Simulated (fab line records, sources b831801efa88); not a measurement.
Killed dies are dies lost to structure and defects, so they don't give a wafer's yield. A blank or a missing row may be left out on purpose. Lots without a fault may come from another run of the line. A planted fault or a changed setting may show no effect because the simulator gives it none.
Chamber matching | flow sky130 | SKY_VIA1_CMP_24 on cmp-02: 4 sister chambers
The step polishes, stops on SiO2, t overpolish 15 s, target thk 0 nm. 4 wafers are shown with their chamber, then 12 later ones without.

WAFERS WITH THEIR CHAMBER
wafer  | chamber | motor_current_A (A)
L091.5 | 2       | 11.5
L092.3 | 1       | 12.0
L093.1 | 0       | 8.0
L093.6 | 3       | 13.5

WAFERS WITHOUT THEIR CHAMBER
wafer  | motor_current_A (A)
L094.1 | 13.9
L094.2 | 10.5
L094.3 | 8.4
L095.1 | 12.0
L095.4 | 13.6
L095.6 | 8.4
L096.3 | 8.5
L096.5 | 13.2
L096.6 | 8.4
L097.2 | 13.9
L097.3 | 10.8
L097.6 | 11.9

WHICH CHAMBER EACH WENT THROUGH
wafer  | from the rows above     | in truth
L094.1 | 3                       | 3
L094.2 | can't be placed: 2 or 1 | 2
L094.3 | 0                       | 0
L095.1 | can't be placed: 1 or 2 | 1
L095.4 | 3                       | 3
L095.6 | 0                       | 0
L096.3 | 0                       | 0
L096.5 | can't be placed: 3 or 1 | 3
L096.6 | 0                       | 0
L097.2 | 3                       | 3
L097.3 | can't be placed: 2 or 1 | 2
L097.6 | can't be placed: 1 or 2 | 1
Placed correctly: 7 of 12. Can't be placed from these rows: 5 (the true chamber is among the candidates in 5). Placed wrongly: 0.
How it was worked out, from the rows above alone: a wafer's distance from a chamber is the root of the sum, over the readings, of the square of ((its reading less the chamber's mean) divided by the reading's scatter). The wafer belongs to the nearest chamber; if the next one is less than 2 further off, it can't be placed. A chamber's mean is the mean of its shown wafers. The scatter: with one shown wafer a chamber, the root of the mean of the squares of how far each hidden wafer lies from its nearest shown one.
